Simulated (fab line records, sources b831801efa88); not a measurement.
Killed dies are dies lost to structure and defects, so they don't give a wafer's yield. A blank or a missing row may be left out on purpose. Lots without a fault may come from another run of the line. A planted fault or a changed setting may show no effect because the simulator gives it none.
Which tool did it? | flow sky130 | 14 lots, 42 wafers sampled, at 3 steps of a route of 708

WHAT THE GAUGES READ, wafer by wafer
The record holds no reading of a measuring or inspecting step that can be judged against a usual standard deviation.

WHICH TOOL RAN EACH LOT (tool, then ch and the chambers of the sampled wafers, then the start)
lot  | SKY_VIA2_DEVELOP_11               | SKY_VIA2_CMP_24               | SKY_METAL3_SPUTTER_03
L354 | litho_track-03 ch 0, day 36 05:00 | cmp-02 ch 0,2,3, day 36 07:04 | pvd_sputter-04, day 36 07:24
L357 | litho_track-03 ch 0, day 37 00:00 | cmp-01 ch 0,1, day 37 01:43   | pvd_sputter-01, day 37 02:06
L358 | litho_track-03 ch 0, day 37 06:00 | cmp-02 ch 0,1,3, day 37 07:58 | pvd_sputter-03, day 37 08:15
L360 | litho_track-01 ch 0, day 38 06:00 | cmp-01 ch 0,3, day 38 07:59   | pvd_sputter-04, day 38 08:19
L365 | litho_track-03, day 39 17:00      | cmp-02 ch 0,2,3, day 39 18:43 | -
L364 | litho_track-01, day 39 19:00      | cmp-02 ch 0,1, day 39 21:02   | -
L366 | litho_track-01 ch 0, day 40 01:00 | cmp-02 ch 0,1,2, day 40 02:46 | pvd_sputter-04, day 40 03:08
L368 | litho_track-01 ch 0, day 41 11:00 | cmp-02 ch 0,2,3, day 41 12:52 | pvd_sputter-01, day 41 13:05
L370 | litho_track-01 ch 0, day 41 15:00 | cmp-02 ch 1,2,3, day 41 16:55 | pvd_sputter-01, day 41 17:13
L371 | litho_track-03 ch 0, day 41 17:00 | cmp-02 ch 0,3, day 41 18:53   | pvd_sputter-01, day 41 19:16
L372 | litho_track-03 ch 0, day 41 17:00 | cmp-01 ch 0,1,2, day 41 19:26 | pvd_sputter-04, day 41 19:43
L375 | litho_track-02 ch 0, day 42 03:00 | cmp-02 ch 1,3, day 42 04:53   | pvd_sputter-04, day 42 05:13
L376 | litho_track-01 ch 0, day 42 19:00 | cmp-02 ch 0,1, day 42 20:55   | pvd_sputter-04, day 42 21:17
L377 | litho_track-01 ch 0, day 43 02:00 | cmp-02 ch 1,2,3, day 43 03:52 | pvd_sputter-03, day 43 04:05
- SKY_VIA2_DEVELOP_11: develop time 60 s.
- SKY_VIA2_CMP_24: polishes, stops on SiO2, t overpolish 20 s, target thk 0 nm.
- SKY_METAL3_SPUTTER_03: material Ti, target thk 5 nm, time 3.3 s.

WHAT THE TOOLS THEMSELVES READ (means of the sampled wafers that have a number; where no wafer has one, the mark that the record gives instead)
SKY_VIA2_DEVELOP_11. Usual: chill_plate_temp_C 22.99 C, standard deviation 0.093; resist_line_temp_C 23.02 C, standard deviation 0.11.
lot  | tool           | chill_plate_temp_C (C) | resist_line_temp_C (C) | flag
L354 | litho_track-03 | 22.93                  | 23.09                  |
L357 | litho_track-03 | 22.93                  | 23.00                  |
L358 | litho_track-03 | 22.93                  | 22.88                  |
L360 | litho_track-01 | 22.88                  | 22.89                  |
L365 | litho_track-03 | -                      | -                      | OFF
L364 | litho_track-01 | -                      | -                      | OFF
L366 | litho_track-01 | 23.02                  | 23.03                  |
L368 | litho_track-01 | 23.01                  | 22.93                  |
L370 | litho_track-01 | 23.03                  | 23.01                  |
L371 | litho_track-03 | 22.93                  | 23.04                  |
L372 | litho_track-03 | 22.98                  | 22.91                  |
L375 | litho_track-02 | 23.16                  | 22.99                  |
L376 | litho_track-01 | 23.06                  | 23.16                  |
L377 | litho_track-01 | 22.85                  | 22.96                  |

SKY_VIA2_CMP_24. Usual: motor_current_A 10.9 A, standard deviation 1.3.
lot  | tool   | motor_current_A (A) | flag
L354 | cmp-02 | 10.7                |
L357 | cmp-01 | 11.6                |
L358 | cmp-02 | 11.1                |
L360 | cmp-01 | 10.7                |
L365 | cmp-02 | 10.7                |
L364 | cmp-02 | 11.2                |
L366 | cmp-02 | 10.5                |
L368 | cmp-02 | 10.5                |
L370 | cmp-02 | 10.4                |
L371 | cmp-02 | 11.0                |
L372 | cmp-01 | 12.0                |
L375 | cmp-02 | 10.6                |
L376 | cmp-02 | 11.5                |
L377 | cmp-02 | 10.4                |

SKY_METAL3_SPUTTER_03. Usual: throttle_valve_pct 30.0 %, standard deviation 0.99.
lot  | tool           | throttle_valve_pct (%) | flag
L354 | pvd_sputter-04 | 29.7                   |
L357 | pvd_sputter-01 | 30.2                   |
L358 | pvd_sputter-03 | 30.3                   |
L360 | pvd_sputter-04 | 29.7                   |
L366 | pvd_sputter-04 | 29.8                   |
L368 | pvd_sputter-01 | 30.8                   |
L370 | pvd_sputter-01 | 29.4                   |
L371 | pvd_sputter-01 | 30.0                   |
L372 | pvd_sputter-04 | 29.8                   |
L375 | pvd_sputter-04 | 29.7                   |
L376 | pvd_sputter-04 | 29.8                   |
L377 | pvd_sputter-03 | 30.1                   |

THE ANSWER, worked out from the rows above alone
Rule: a lot is off if the mean of its wafers that have a number lies more than 3 standard deviations from the usual mean. A lot without any number at a reading at which 4 lots or more have one is off too. The other lots that the step has rows for count as sound. The gauges are gone through in route order, then the tools' own readings, and for those a lot's mean is taken as printed above. The first step at which some lot is off is used, and at that step the reading that is off furthest; a lot without a number counts as furthest.
Off: L365, L364, at SKY_VIA2_DEVELOP_11 (chill_plate_temp_C). Without a number there: L365, L364.
A tool fits if, at that step or a process step before it, it ran every lot that is off, and no sound lot after the first of them. None of those tried fits.

WHAT THE SIMULATOR HAD PUT IN
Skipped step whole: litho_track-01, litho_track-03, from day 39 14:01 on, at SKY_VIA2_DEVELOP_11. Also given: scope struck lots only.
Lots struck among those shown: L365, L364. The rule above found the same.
